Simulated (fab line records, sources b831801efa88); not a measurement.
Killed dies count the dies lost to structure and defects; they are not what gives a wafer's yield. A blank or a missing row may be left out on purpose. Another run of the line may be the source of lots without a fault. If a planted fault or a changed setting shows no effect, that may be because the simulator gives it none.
A struck lot beside a sound one :: flow sky130 :: 24 out of 708 route steps
Sound: these wafers, L725.1, L725.2, L725.3. Struck: wafer L740.4. (L740.2 of the same lot was not struck and is left out.) The cause comes at the end.
Order at every step that has rows: each side's tool, ch and its chambers, its first start. Under that, the readings that differ: sound wafers :: struck wafers :: difference of the means :: sigmas: that difference in standard deviations of wafers without a fault.
alike: same words and numbers on both sides, and readings whose means sit less than 2 such deviations apart. not compared: any withheld reading, any reading some wafer has no value for, any bound like >300 that may hide the same value, and any number with overlapping values for which the record gives no deviation.
The two part at a step that has a row with sigmas, a row that says differs or no value, or rows on one side only. Numbers that don't overlap but have no deviation are shown without sigmas and don't part them. A reading that every wafer of one side lacks parts them only if that side has two wafers or more.

SKY_CONTACT_RS_MEAS_25: measures by four-point-probe.
  sound on film-metro-03 at day 31 22:11; struck on film-metro-04 at day 37 03:44
  alike: CONTACT_W_RS
SKY_CONTACT_THK_MEAS_26: measures by xrf.
  sound on film-metro-03 at day 31 22:19; struck on film-metro-04 at day 37 03:51
  alike: CONTACT_W_THK
then, 1 step without rows for these wafers: SKY_CONTACT_CMP_27 (polishes, stops on SiO2, t overpolish 15 s, target thk 0 nm).
SKY_METAL1_SPUTTER_00: material Ti, target thk 15 nm, time 10 s.
  sound on pvd-sputter-01 at day 31 22:40; struck on pvd-sputter-01 at day 37 04:12
reading: cathode-dc-power-W (W)
sound: 2999.8 3001.4 3000.7
struck: 2999.4
difference: -1.2
sigmas: -2
  alike: throttle-valve-pct
then, 2 steps without rows for these wafers: SKY_METAL1_SPUTTER_01 (material TiN, target thk 20 nm, time 16.7 s); SKY_METAL1_SPUTTER_02 (material AlCu, target thk 250 nm, time 13.3 s).
SKY_METAL1_SPUTTER_03: material Ti, target thk 5 nm, time 3.3 s.
  sound on pvd-sputter-01 at day 31 22:45; struck on pvd-sputter-01 at day 37 04:17
  alike: cathode-dc-power-W, throttle-valve-pct
SKY_METAL1_SPUTTER_04: material TiN, target thk 70 nm, time 58.3 s.
  sound on pvd-sputter-01 at day 31 22:46; struck on pvd-sputter-01 at day 37 04:17
  alike: cathode-dc-power-W, throttle-valve-pct
SKY_METAL1_RS_MEAS_05: measures by four-point-probe.
  sound on film-metro-03 at day 31 22:49; struck on film-metro-03 at day 37 04:22
  alike: METAL1_ALCU_RS
SKY_METAL1_THK_MEAS_06: measures by xrf.
  sound on film-metro-03 at day 31 22:56; struck on film-metro-03 at day 37 04:28
  alike: METAL1_ALCU_THK
then, 2 steps without rows for these wafers: SKY_METAL1_DEHYDRATE_07 (time 60 s); SKY_METAL1_HMDS_08 (prime time 60 s).
SKY_METAL1_COAT_09: resist thk 60 nm.
  sound on litho-track-03 ch 0, day 32 12:23; struck on litho-track-03 ch 0, day 37 16:58
then, 5 steps without rows for these wafers: SKY_METAL1_COAT_10 (resist thk 450 nm); SKY_METAL1_SOFTBAKE_11 (time 90 s); SKY_METAL1_EXPOSE_12 (exposes mask MM1, target cd 140 nm); SKY_METAL1_PEB_13; SKY_METAL1_DEVELOP_14 (develop time 60 s).
SKY_METAL1_CD_MEAS_15: the cd target is 140 nm.
  sound on cd-sem-02 at day 33 02:07; struck on cd-sem-01 at day 38 06:09
  alike: cd-nm
SKY_METAL1_OVL_MEAS_16:
  sound on overlay-02 at day 33 02:14; struck on overlay-01 at day 38 06:16
  alike: METAL1_OVL
SKY_METAL1_DESCUM_17: chemistry O2, time 8 s.
  sound on rie-metal-01 ch 0,1, day 33 02:17; struck on rie-metal-01 ch 0, day 38 06:17
  alike: drypump-motor-current-A, oes-product-au
  not compared: rf-hours-counter-h
SKY_METAL1_ETCH_18: etches BARC in N2/H2, stops on SiO2, time 45.9 s, target depth 60 nm.
  sound on rie-metal-01 ch 0,1, day 33 02:19; struck on rie-metal-01 ch 0, day 38 06:19
reading: oes-product-au (a.u.)
sound: 0.855 0.855 0.848
struck: 0.839
difference: -0.014
sigmas: -3

reading: model.etch.depth-nm (nm)
sound: 60.03 60.08 60.17
struck: 58.19
difference: -1.90
sigmas: 
  alike: drypump-motor-current-A, throttle-valve-pct
  not compared: rf-hours-counter-h
SKY_METAL1_METAL_ETCH_19: etches the open film in Cl2/BCl3, stops on SiO2, target depth 360 nm, time 78 s.
  sound on rie-metal-01 ch 0,1, day 33 02:22; struck on rie-metal-01 ch 0, day 38 06:23
  alike: bcl3-flow-sccm, drypump-motor-current-A, mfc-cl2-sccm, oes-product-au, throttle-valve-pct
  not compared: rf-hours-counter-h
then, 1 step without rows for these wafers: SKY_PAD_OPEN_PROBE_99.

WHERE THEY PART
Last at SKY_METAL1_ETCH_18 as far as this record goes, first at SKY_METAL1_SPUTTER_00. Later steps at which nothing parts them and some readings are alike: SKY_METAL1_METAL_ETCH_19.

WHY: what the simulator had put in
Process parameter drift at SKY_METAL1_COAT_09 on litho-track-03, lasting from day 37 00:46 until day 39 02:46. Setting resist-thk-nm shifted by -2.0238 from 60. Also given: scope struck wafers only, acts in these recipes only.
